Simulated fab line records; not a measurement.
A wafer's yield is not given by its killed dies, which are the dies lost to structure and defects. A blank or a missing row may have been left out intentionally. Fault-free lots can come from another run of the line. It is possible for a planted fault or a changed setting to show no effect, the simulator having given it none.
2 desks looking at one fault / flow sky130 / numbers are kept per desk, each desk with only its own; the story behind them comes last

## METROLOGY DESK
Means of the sampled wafers that have a number, per lot and without regard to the tool the lot ran on: this is what the gauges read. The brackets show how far a lot's mean lies from the usual mean; more than 4 standard deviations puts the lot out of limits, marked OUT.
Columns: A = GATE_OXIDE_OXIDATION_00_THK at SKY_GATE_OXIDE_THK_MEAS_02, usual 10.30 nm; B = VIA1_BOW at SKY_VIA1_BOW_MEAS_03, usual 82 um
lot=L463; first seen here=day 13 06:58; A=10.37; B=82
lot=L464; first seen here=day 13 16:31; A=10.22; B=81
lot=L465; first seen here=day 14 00:13; A=10.39; B=86
lot=L468; first seen here=day 15 01:29; A=10.22; B=76
lot=L469; first seen here=day 15 04:05; A=10.19; B=91
lot=L470; first seen here=day 15 08:07; A=9.91; B=78
lot=L471; first seen here=day 15 21:51; A=10.21; B=80
lot=L472; first seen here=day 16 09:24; A=10.31; B=86
lot=L477; first seen here=day 18 06:31; A=9.53 (-4.5) OUT; B=77
lot=L478; first seen here=day 18 10:31; A=9.36 (-5.5) OUT; B=85
lot=L479; first seen here=day 18 16:01; A=9.30 (-5.9) OUT; B=81
lot=L484; first seen here=day 20 17:44; A=10.42; B=79
Finding of this desk: L477, L478, L479 out of limits, first seen on L477 at day 18 06:31 (GATE_OXIDE_OXIDATION_00_THK at SKY_GATE_OXIDE_THK_MEAS_02). L463, L464, L465, L468, L469, L470, L471, L472, L484: within limits.

## THE TOOL OWNER'S DESK: furnace-02
The tool's own readings at SKY_GATE_OXIDE_OXIDATION_01 (stabilise 600 s, purge 300 s, target thk 10.268 nm): means of the sampled wafers that have a number, for each lot that ran on this tool. The brackets show how far a lot's mean lies from the usual mean; more than 4 standard deviations puts the lot out of limits, marked OUT.
Columns: A = spike-tc-centre-C at SKY_GATE_OXIDE_OXIDATION_01, usual 900.2 C; B = spike-tc-lower-C at SKY_GATE_OXIDE_OXIDATION_01, usual 900.7 C; C = spike-tc-top-C at SKY_GATE_OXIDE_OXIDATION_01, usual 909.0 C; D = spike-tc-upper-C at SKY_GATE_OXIDE_OXIDATION_01, usual 898.8 C; E = tube-center-temp-C at SKY_GATE_OXIDE_OXIDATION_01, usual 900.01 C; F = tube_center_temp_C_max at SKY_GATE_OXIDE_OXIDATION_01, usual 902.3
lot=L464; first seen here=day 13 15:07; A=899.1; B=900.0; C=905.9; D=896.9; E=899.96; F=902.0
lot=L465; first seen here=day 13 22:47; A=899.2; B=900.2; C=906.7; D=897.6; E=900.02; F=902.7
lot=L470; first seen here=day 15 06:43; A=899.6; B=899.9; C=907.2; D=898.5; E=900.04; F=902.2
lot=L471; first seen here=day 15 20:27; A=899.9; B=899.9; C=905.6; D=897.2; E=900.09; F=902.3
lot=L472; first seen here=day 16 07:59; A=901.7; B=899.1; C=906.4; D=897.4; E=900.04; F=902.4
lot=L477; first seen here=day 18 05:06; A=892.1 (-8.2) OUT; B=892.2 (-7.7) OUT; C=898.8 (-4.1) OUT; D=889.8 (-8.2) OUT; E=892.20 (-99) OUT; F=894.4 (-21) OUT
lot=L478; first seen here=day 18 09:06; A=892.2 (-8.0) OUT; B=893.5 (-6.5) OUT; C=897.8 (-4.5) OUT; D=890.3 (-7.7) OUT; E=892.21 (-99) OUT; F=894.5 (-21) OUT
lot=L479; first seen here=day 18 14:36; A=891.5 (-8.8) OUT; B=892.9 (-7.1) OUT; C=897.2 (-4.7) OUT; D=889.6 (-8.4) OUT; E=892.25 (-98) OUT; F=894.5 (-21) OUT
This desk finds L477, L478, L479 out of limits, L477 being first, at day 18 05:06 (spike-tc-centre-C at SKY_GATE_OXIDE_OXIDATION_01). L464, L465, L470, L471, L472: within limits.

## TAKEN TOGETHER
The tool owner's desk had the chance to raise an alarm at day 18 05:06 on L477, L478, L479.
The metrology desk could have raised an alarm at day 18 06:31, on L477, L478, L479.
The lots listed all ran SKY_GATE_OXIDE_OXIDATION_01 on furnace-02.

## WHAT THE SIMULATOR PUT IN
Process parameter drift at SKY_GATE_OXIDE_OXIDATION_01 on furnace-02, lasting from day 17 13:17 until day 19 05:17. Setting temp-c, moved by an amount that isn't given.
Shown lots that were struck: L477, L478, L479.
Fault start to first reading out of limits, in hours, per desk: tool owner, 16; metrology, 17.
